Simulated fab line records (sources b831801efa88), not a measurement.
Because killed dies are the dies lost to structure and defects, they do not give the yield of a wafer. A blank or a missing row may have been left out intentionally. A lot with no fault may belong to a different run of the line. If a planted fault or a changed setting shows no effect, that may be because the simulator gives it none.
Which tool is to blame? + flow sky130 + 12 lots with 35 wafers sampled at 4 steps, on a route of 708 steps

## WHAT THE GAUGES SHOWED, per wafer
SKY_VT_ADJUST_HVTP_CD_MEAS_07 targets a cd of 380 nm. Usual: cd_nm 380.2 nm, standard deviation 2.9.
| lot  | measured     | on        | cd_nm (nm)        | flag |
|------|--------------|-----------|-------------------|------|
| L757 | day 6 06:55  | cd_sem-01 | 372.9 374.2 374.1 |      |
| L758 | day 6 12:59  | cd_sem-02 | 376.9 379.4 379.6 |      |
| L759 | day 6 21:55  | cd_sem-02 | 383.1 382.3 381.5 |      |
| L760 | day 6 23:10  | cd_sem-02 | 379.1 378.6 379.8 |      |
| L761 | day 7 06:55  | cd_sem-01 | 378.4 380.2 379.8 |      |
| L763 | day 7 23:16  | cd_sem-02 | 385.1 382.0 382.7 |      |
| L767 | day 9 06:11  | cd_sem-01 | 381.2 381.8       |      |
| L771 | day 10 09:04 | cd_sem-01 | 377.9 377.3 377.9 |      |
| L775 | day 11 02:45 | cd_sem-02 | 379.2 379.0 376.6 |      |
| L777 | day 11 18:06 | cd_sem-02 | 386.0 384.2 384.6 |      |
| L778 | day 11 22:42 | cd_sem-01 | 379.2 380.0 381.2 |      |
| L779 | day 12 02:16 | cd_sem-02 | 374.9 374.3 378.0 |      |

SKY_VT_ADJUST_NCORE_CD_MEAS_07 targets a cd of 380 nm. Usual: cd_nm 379.8 nm, standard deviation 2.4.
| lot  | measured     | on        | cd_nm (nm)        | flag |
|------|--------------|-----------|-------------------|------|
| L757 | day 8 18:43  | cd_sem-01 | 380.4 380.9 379.7 |      |
| L758 | day 9 02:14  | cd_sem-01 | 376.3 379.5 378.0 |      |
| L759 | day 9 07:46  | cd_sem-01 | 381.7 381.9 382.1 |      |
| L760 | day 9 11:34  | cd_sem-01 | 381.3 379.3 381.3 |      |
| L761 | day 9 20:30  | cd_sem-02 | 378.2 378.5 379.0 |      |
| L763 | day 10 12:10 | cd_sem-01 | 380.8 382.2 379.8 |      |
| L767 | day 12 02:31 | cd_sem-01 | 371.3 377.4       |      |
| L771 | day 13 08:25 | cd_sem-01 | 379.8 379.9 381.2 |      |
| L775 | day 14 05:28 | cd_sem-02 | 380.9 381.6 378.4 |      |
| L777 | day 14 21:52 | cd_sem-01 | 376.8 378.1 378.6 |      |
| L778 | day 15 04:16 | cd_sem-01 | 374.8 374.0 371.3 |      |
| L779 | day 15 07:22 | cd_sem-02 | 384.6 383.2 387.2 |      |

## WHAT TOOL EACH LOT RAN ON (gives the tool, then ch and the chambers of the sampled wafers, and finally the start)
| lot  | SKY_FIELD_ISO_CMP_27         | SKY_VT_ADJUST_NCORE_DEVELOP_06    |
|------|------------------------------|-----------------------------------|
| L757 | cmp-01 ch 1,3, day 2 16:41   | litho_track-01 ch 0, day 8 18:34  |
| L758 | cmp-02 ch 2,3, day 2 20:31   | litho_track-01 ch 0, day 9 02:05  |
| L759 | cmp-01 ch 2,3, day 3 02:10   | litho_track-01 ch 0, day 9 07:37  |
| L760 | cmp-01 ch 0,2,3, day 3 06:31 | litho_track-04 ch 0, day 9 11:25  |
| L761 | cmp-01 ch 0,2, day 3 12:23   | litho_track-03 ch 0, day 9 20:21  |
| L763 | cmp-01 ch 0,2,3, day 3 23:43 | litho_track-03 ch 0, day 10 12:01 |
| L767 | cmp-01 ch 0,1, day 5 01:36   | litho_track-03 ch 0, day 12 02:22 |
| L771 | cmp-02 ch 0,1,2, day 5 23:29 | litho_track-04 ch 0, day 13 08:16 |
| L775 | cmp-02 ch 0,1,3, day 6 16:13 | litho_track-01 ch 0, day 14 05:19 |
| L777 | cmp-01 ch 0,1,2, day 7 00:29 | litho_track-01 ch 0, day 14 21:43 |
| L778 | cmp-02 ch 0,1,3, day 7 05:32 | litho_track-01 ch 0, day 15 04:07 |
| L779 | cmp-02 ch 0,2,3, day 7 10:35 | litho_track-04 ch 0, day 15 07:13 |
- SKY_FIELD_ISO_CMP_27: polishes, stops on Si3N4, t overpolish 16 s, target thk 457.8 nm.
- SKY_VT_ADJUST_NCORE_DEVELOP_06: develop time 60 s.

## AS READ BY THE TOOLS THEMSELVES (means over the sampled wafers that have a number; for cases with no such wafer, the mark the record gives instead)
SKY_FIELD_ISO_CMP_27. Usual: motor_current_A 11.7 A, standard deviation 0.84; overpolish_run_s 16.000 s, standard deviation 0.0083; time_to_endpoint_s 112 s, standard deviation 4.3.
| lot  | tool   | motor_current_A (A) | overpolish_run_s (s) | time_to_endpoint_s (s) | flag |
|------|--------|---------------------|----------------------|------------------------|------|
| L757 | cmp-01 | 11.8                | 15.990               | 116                    |      |
| L758 | cmp-02 | 11.2                | 15.998               | 111                    |      |
| L759 | cmp-01 | 12.6                | 16.006               | 111                    |      |
| L760 | cmp-01 | 11.9                | 15.993               | 114                    |      |
| L761 | cmp-01 | 11.2                | 16.008               | 113                    |      |
| L763 | cmp-01 | 11.9                | 16.008               | 114                    |      |
| L767 | cmp-01 | 11.1                | 15.996               | 112                    |      |
| L771 | cmp-02 | 11.7                | 16.007               | 108                    |      |
| L775 | cmp-02 | 11.4                | 16.001               | 114                    |      |
| L777 | cmp-01 | 11.9                | 15.998               | 114                    |      |
| L778 | cmp-02 | 11.3                | 16.000               | 109                    |      |
| L779 | cmp-02 | 11.0                | 15.996               | 111                    |      |

SKY_VT_ADJUST_NCORE_DEVELOP_06. Usual: resist_line_temp_C 23.02 C, standard deviation 0.12.
| lot  | tool           | resist_line_temp_C (C) | flag |
|------|----------------|------------------------|------|
| L757 | litho_track-01 | 23.11                  |      |
| L758 | litho_track-01 | 22.93                  |      |
| L759 | litho_track-01 | 22.90                  |      |
| L760 | litho_track-04 | 23.07                  |      |
| L761 | litho_track-03 | 23.16                  |      |
| L763 | litho_track-03 | 23.06                  |      |
| L767 | litho_track-03 | 23.00                  |      |
| L771 | litho_track-04 | 22.99                  |      |
| L775 | litho_track-01 | 23.06                  |      |
| L777 | litho_track-01 | 22.81                  |      |
| L778 | litho_track-01 | 22.88                  |      |
| L779 | litho_track-04 | 22.87                  |      |

## THE ANSWER, worked out from the rows above alone
Rule: a lot counts as off when the mean over its wafers that have a number is more than 3 standard deviations away from the usual mean. Also off: a lot with no number at a reading for which 4 or more lots have one. The other lots that the step has rows for count as sound. The gauges are gone through in route order, then the tools' own readings, and for those a lot's mean is taken as printed above. The first step at which some lot is off is used, and at that step the reading that is off furthest; a lot without a number counts as furthest.
Nothing can be told from this: no lot is off at any reading shown.

## WHAT THE SIMULATOR HAD PUT IN
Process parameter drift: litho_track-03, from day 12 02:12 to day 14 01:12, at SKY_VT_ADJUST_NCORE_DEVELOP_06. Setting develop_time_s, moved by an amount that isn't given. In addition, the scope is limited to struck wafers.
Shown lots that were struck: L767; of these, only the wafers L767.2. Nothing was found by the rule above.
